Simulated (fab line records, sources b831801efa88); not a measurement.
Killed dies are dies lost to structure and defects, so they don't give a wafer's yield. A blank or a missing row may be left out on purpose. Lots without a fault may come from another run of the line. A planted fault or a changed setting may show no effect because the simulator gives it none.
Which tool did it? | flow sky130 | 14 lots, 42 wafers sampled, at 1 step of a route of 708

WHAT THE GAUGES READ, wafer by wafer
SKY_METAL2_THK_MEAS_06: measures by xrf.
lot  | measured     | on            | METAL2_ALCU_THK (nm)
L221 | day 34 19:28 | film_metro-04 | 252 249 251
L222 | day 35 08:29 | film_metro-02 | 255 258 260
L223 | day 35 11:59 | film_metro-02 | 257 253 253
L225 | day 36 14:49 | film_metro-04 | 253 251 252
L227 | day 37 02:12 | film_metro-04 | 249 251 247
L228 | day 37 05:02 | film_metro-02 | 255 259 257
L229 | day 37 21:05 | film_metro-01 | 247 250 250
L233 | day 38 19:52 | film_metro-02 | 249 248 252
L234 | day 39 05:10 | film_metro-01 | 246 249 248
L238 | day 39 18:52 | film_metro-02 | 251 249 250
L239 | day 40 02:58 | film_metro-01 | 251 250 252
L242 | day 40 20:26 | film_metro-01 | 250 251 250
L243 | day 41 04:04 | film_metro-02 | 256 254 254
L244 | day 41 14:15 | film_metro-02 | 256 253 258

WHICH TOOL RAN EACH LOT (tool, then ch and the chambers of the sampled wafers, then the start)
The record holds no process step before these readings.

WHAT THE TOOLS THEMSELVES READ (means of the sampled wafers that have a number; where no wafer has one, the mark that the record gives instead)
The record holds no such reading with a usual standard deviation.

THE ANSWER, worked out from the rows above alone
Rule: what is usual is taken from the lots themselves. Put in order of their means at a reading, lots are off if they are a third of the lots or fewer, leave a main group of 4 or more, and stand apart from it by a gap of 3 or more times the standard deviation of the main group's means; of several such gaps the widest counts. A main group whose means are all the same, to the digits that the tables above print for the reading, isn't used. A lot without any number at a reading at which 4 lots or more have one is off too. The other lots that the step has rows for count as sound. The gauges are gone through in route order, then the tools' own readings, and for those a lot's mean is taken as printed above. The first step at which some lot is off is used, and at that step the reading that is off furthest; a lot without a number counts as furthest.
No lot is off at any reading shown: from this, nothing can be told.

WHAT THE SIMULATOR HAD PUT IN
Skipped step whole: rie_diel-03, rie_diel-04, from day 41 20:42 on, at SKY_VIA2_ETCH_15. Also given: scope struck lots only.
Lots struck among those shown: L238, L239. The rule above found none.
